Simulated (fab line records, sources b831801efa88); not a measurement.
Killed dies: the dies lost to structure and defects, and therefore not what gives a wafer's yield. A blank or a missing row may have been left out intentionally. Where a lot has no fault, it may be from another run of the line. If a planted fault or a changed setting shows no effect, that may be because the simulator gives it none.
A lot that was struck, set against a sound lot ; flow gf180mcu ; 21 out of 602 route steps
Sound: wafers L143.1, L143.3, L143.5. Wafers L163.3, L163.4, L163.6 were the ones struck. The cause is given at the end.
For every step that has rows: the tool of each side, followed by ch and its chambers, followed by its first start. Under that, the readings that differ: sound wafers ; struck wafers ; difference of the means ; sigmas: that difference in standard deviations of wafers without a fault.
alike: a reading whose means differ by less than 2 such deviations, as well as words and numbers matching on both sides. not compared: withheld readings; readings where some wafer has no value; bounds like >300 that might hide an equal value; numbers whose values overlap and for which the record gives no deviation.
A row with sigmas, a row that says differs or no value, or rows on one side alone: a step with any of these is where the two part. Numbers that have no deviation but don't overlap get no sigmas and don't part them. Lack of a reading on every wafer of one side parts them only where that side has two or more wafers.

GF_POLY_GATE_OVL_MEAS_11:
  sound on overlay-02, day 9 07:53; struck on overlay-02, day 15 05:45
  alike: POLY_GATE_OVL
GF_POLY_GATE_ETCH_12: etches BARC in N2/H2.
  sound on rieDiel-03 ch 0,1,3, day 9 07:56; struck on rieDiel-03 ch 2,3, day 15 05:47
  alike: chamberPressureMTorr, drypumpMotorCurrentA, oesProductAu, rfFwdPowerW, throttleValvePct
GF_POLY_GATE_ETCH_13: etches poly-Si in HBr/Cl2, stops on SiO2, target depth 198.5 nm, time 69.6 s.
  sound on rieSi-02 ch 0,2,3, day 9 07:59; struck on rieSi-01 ch 1,2, day 15 05:50
  alike: chamberPressureMTorr, drypumpMotorCurrentA, oesProductAu, rfFwdPowerW, throttleValvePct
  not compared: rfHoursCounterH
GF_POLY_GATE_STRIP_14: strips in O2/N2.
  sound on plasmaAsher-04 ch 1, day 9 08:02; struck on plasmaAsher-01 ch 0,1, day 15 05:55
  alike: chamberPressureMTorr, drypumpMotorCurrentA, heaterPowerW, oesProductAu
  not compared: rfHoursCounterH
then, 2 steps without rows for these wafers: GF_POLY_GATE_CLEAN_15 (cleans in SC1/SC2, time 150 s); GF_POLY_GATE_OXIDATION_16 (stabilise 600 s, purge 300 s, target thk 4 nm).
GF_POLY_GATE_THK_MEAS_17:
  sound on filmMetro-02, day 9 09:37; struck on filmMetro-02, day 15 07:55
  alike: POLY_GATE_OXIDATION_THK
GF_POLY_GATE_CD_MEAS_18:
  sound on cdSem-02, day 9 09:41; struck on cdSem-02, day 15 08:01
  alike: cdNm
then, 4 steps without rows for these wafers: GF_HV_LDD_DEHYDRATE_00 (time 60 s); GF_HV_LDD_HMDS_01 (prime time 60 s); GF_HV_LDD_COAT_02 (resist thk 1000 nm); GF_HV_LDD_SOFTBAKE_03 (time 60 s).
GF_HV_LDD_EXPOSE_04: exposes mask Nplus LV AREA, target cd 400 nm.
  sound on ilineStepper-01 ch 0, day 9 18:46; struck on ilineStepper-01 ch 0, day 15 19:05
reading;sound;struck;difference;sigmas
mask;Nplus_LV_AREA#0 Nplus_LV_AREA#0 Nplus_LV_AREA#0;Nwell_HV_AREA#0 Nwell_HV_AREA#0 Nwell_HV_AREA#0;differs;
then, 2 steps without rows for these wafers: GF_HV_LDD_PEB_05; GF_HV_LDD_DEVELOP_06 (develop time 60 s).
GF_HV_LDD_CD_MEAS_07: target cd 400 nm.
  sound on cdSem-02, day 10 02:43; struck on cdSem-02, day 16 06:34
reading;sound;struck;difference;sigmas
cdNm (nm);399.4 401.6 402.0;- - -;no value on the struck wafers;
GF_HV_LDD_OVL_MEAS_08:
  sound on overlay-01, day 10 02:50; struck on overlay-02, day 16 06:39
reading;sound;struck;difference;sigmas
HV_LDD_OVL (nm);-0.1 -0.7 0.6;- - -;no value on the struck wafers;
then, 1 step without rows for these wafers: GF_HV_LDD_IMPLANT_09.
GF_HV_LDD_STRIP_10: strips in O2/N2.
  sound on plasmaAsher-01 ch 0,1, day 10 03:02; struck on plasmaAsher-02 ch 0,1, day 16 06:52
reading;sound;struck;difference;sigmas
heaterPowerW (W);337 374 374;279 307 287;-71;-2
stripTimeToEndpointS (s);12.69 12.66 12.65;12.56 12.57 12.59;-0.09;-3
  alike: chamberPressureMTorr, drypumpMotorCurrentA, oesProductAu
  not compared: rfHoursCounterH
GF_HV_LDD_TW_MEAS_11:
  sound on filmMetro-02, day 10 03:08; struck on filmMetro-03, day 16 07:10
reading;sound;struck;difference;sigmas
HV_LDD_TW;2395 2393 2392;30 30 30;-2363;-99 or more
  not compared: hold
GF_PASSIVATION_PROBE_99:
  sound wafers here have rows in the record (prober-01, day 29 09:13); struck ones have none

WHERE THEY PART
Earliest at GF_HV_LDD_EXPOSE_04; latest, in this record, at GF_PASSIVATION_PROBE_99.

WHY: the cause the simulator had injected
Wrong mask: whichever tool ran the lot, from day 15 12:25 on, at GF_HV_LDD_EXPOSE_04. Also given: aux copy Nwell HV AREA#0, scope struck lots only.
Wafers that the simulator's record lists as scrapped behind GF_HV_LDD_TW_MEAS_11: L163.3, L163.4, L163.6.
